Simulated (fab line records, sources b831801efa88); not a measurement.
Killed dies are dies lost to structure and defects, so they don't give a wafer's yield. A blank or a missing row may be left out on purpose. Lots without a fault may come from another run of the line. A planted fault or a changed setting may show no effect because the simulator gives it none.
Chamber matching | flow sfq_line | SFQ_TRILAYER_I6_VIA_BARC_OPEN_VIA_ETCH_235 on rie_diel-04: 4 sister chambers
The step etches BARC in O2, target depth 125 nm, time 41.7 s. 4 wafers are shown with their chamber, then 7 later ones without.

WAFERS WITH THEIR CHAMBER
wafer  | chamber | drypump_motor_current_A (A)
L490.4 | 1       | 6.0
L494.3 | 0       | 6.0
L497.1 | 2       | 6.0
L497.4 | 3       | 5.3

WAFERS WITHOUT THEIR CHAMBER
wafer  | drypump_motor_current_A (A)
L497.6 | 5.3
L499.2 | 6.0
L499.3 | 6.0
L499.5 | 5.9
L507.2 | 5.4
L507.3 | 6.0
L507.5 | 6.0

WHICH CHAMBER EACH WENT THROUGH
wafer  | from the rows above          | in truth
L497.6 | 3                            | 3
L499.2 | can't be placed: 0 or 1 or 2 | 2
L499.3 | can't be placed: 0 or 1 or 2 | 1
L499.5 | can't be placed: 0 or 1 or 2 | 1
L507.2 | 3                            | 3
L507.3 | can't be placed: 0 or 1 or 2 | 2
L507.5 | can't be placed: 0 or 1 or 2 | 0
Placed correctly: 2 of 7. Can't be placed from these rows: 5 (the true chamber is among the candidates in 5). Placed wrongly: 0.
How it was worked out, from the rows above alone: a wafer's distance from a chamber is the root of the sum, over the readings, of the square of ((its reading less the chamber's mean) divided by the reading's scatter). The wafer belongs to the nearest chamber; if the next one is less than 2 further off, it can't be placed. A chamber's mean is the mean of its shown wafers. The scatter: with one shown wafer a chamber, the root of the mean of the squares of how far each hidden wafer lies from its nearest shown one.
